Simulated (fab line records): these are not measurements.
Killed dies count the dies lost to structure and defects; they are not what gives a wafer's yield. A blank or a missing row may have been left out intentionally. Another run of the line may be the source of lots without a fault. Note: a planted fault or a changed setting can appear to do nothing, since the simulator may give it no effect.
Which tool is to blame? | flow gf180mcu | at 1 step of a route of 602, 6 lots with 18 wafers sampled

WHAT THE GAUGES READ, wafer by wafer
GF_MVPSD_OVL_MEAS_07.
lot  | measured     | on         | MVPSD_OVL (nm)
L859 | day 5 12:33  | overlay-01 | 0.0 1.3 -1.4
L861 | day 5 22:35  | overlay-01 | -1.4 -2.4 -2.0
L867 | day 7 09:34  | overlay-02 | 0.0 1.1 1.0
L872 | day 8 19:58  | overlay-02 | -4.5 -2.4 -1.9
L876 | day 9 18:55  | overlay-02 | -1.5 -2.3 -1.5
L879 | day 10 12:35 | overlay-02 | -1.0 -0.5 -3.2

TOOL THAT RAN EACH LOT (tool first, then ch and the chambers of the sampled wafers, then the start)
Record: no process step prior to these readings.

THE ANSWER, worked out from the rows above alone
Rule: the usual values come from the lots themselves. The widest of any qualifying gaps counts: lots, ordered by their means at a reading, are off when they make up no more than a third of the lots, leave a main group of 4 or more, and stand apart from it by 3 or more times the standard deviation of that group's means. If all means in a main group match to the digits the tables above print for the reading, that group is not used. Also off: a lot with no number at a reading for which 4 or more lots have one. Any other lot the step has rows for is counted as sound.
No lot is off at any reading shown: from this, nothing can be told.

WHAT HAD BEEN PUT IN BY THE SIMULATOR
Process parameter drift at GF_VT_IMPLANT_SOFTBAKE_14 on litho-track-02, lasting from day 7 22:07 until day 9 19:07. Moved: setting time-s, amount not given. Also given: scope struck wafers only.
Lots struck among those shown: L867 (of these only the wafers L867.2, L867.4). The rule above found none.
